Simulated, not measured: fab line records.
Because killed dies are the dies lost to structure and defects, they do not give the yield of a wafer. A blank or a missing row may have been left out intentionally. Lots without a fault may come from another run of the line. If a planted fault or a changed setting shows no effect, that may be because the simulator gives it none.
Chamber matching || flow gf180mcu || GF_PASSIVATION_CVD_02 on pecvd-02 has 3 sister chambers
The step deposits Si3N4, target thk 700 nm, time 486.18 s. 6 wafers are shown with their chamber, then 9 later ones without.

EACH WAFER AND ITS CHAMBER
{"wafer": "L421.4", "chamber": 1, "heater power w (W)": 594}
{"wafer": "L422.3", "chamber": 2, "heater power w (W)": 562}
{"wafer": "L422.5", "chamber": 1, "heater power w (W)": 591}
{"wafer": "L425.2", "chamber": 0, "heater power w (W)": 548}
{"wafer": "L425.5", "chamber": 0, "heater power w (W)": 603}
{"wafer": "L425.6", "chamber": 2, "heater power w (W)": 623}

WAFERS WITHOUT THEIR CHAMBER
{"wafer": "L427.2", "heater power w (W)": 579}
{"wafer": "L427.5", "heater power w (W)": 600}
{"wafer": "L427.6", "heater power w (W)": 500}
{"wafer": "L428.3", "heater power w (W)": 598}
{"wafer": "L428.5", "heater power w (W)": 576}
{"wafer": "L428.6", "heater power w (W)": 625}
{"wafer": "L433.2", "heater power w (W)": 610}
{"wafer": "L433.3", "heater power w (W)": 634}
{"wafer": "L433.6", "heater power w (W)": 602}

EACH ONE'S CHAMBER
{"wafer": "L427.2", "from the rows above": "can't be placed: 0 or 1 or 2", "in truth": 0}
{"wafer": "L427.5", "from the rows above": "can't be placed: 1 or 2 or 0", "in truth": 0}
{"wafer": "L427.6", "from the rows above": "can't be placed: 0 or 1 or 2", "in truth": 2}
{"wafer": "L428.3", "from the rows above": "can't be placed: 1 or 2 or 0", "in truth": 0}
{"wafer": "L428.5", "from the rows above": "can't be placed: 0 or 1 or 2", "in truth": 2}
{"wafer": "L428.6", "from the rows above": "can't be placed: 1 or 2 or 0", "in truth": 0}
{"wafer": "L433.2", "from the rows above": "can't be placed: 1 or 2 or 0", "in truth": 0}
{"wafer": "L433.3", "from the rows above": "can't be placed: 1 or 2 or 0", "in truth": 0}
{"wafer": "L433.6", "from the rows above": "can't be placed: 1 or 2 or 0", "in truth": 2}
0 of 9 placed correctly. Can't be placed from these rows: 9 (the true chamber is among the candidates in 9). 0 placed wrongly.
How it was worked out, from the rows above alone: a wafer's distance from a chamber is the root of the sum, over the readings, of the square of ((its reading less the chamber's mean) divided by the reading's scatter). The wafer belongs to the nearest chamber; if the next one is less than 2 further off, it can't be placed. For every chamber, the mean is computed from those of its wafers that are shown. How the scatter is found: for the shown wafers, subtract from each reading the mean of its chamber, square and add these, divide the total by (wafers less chambers), then take the root.
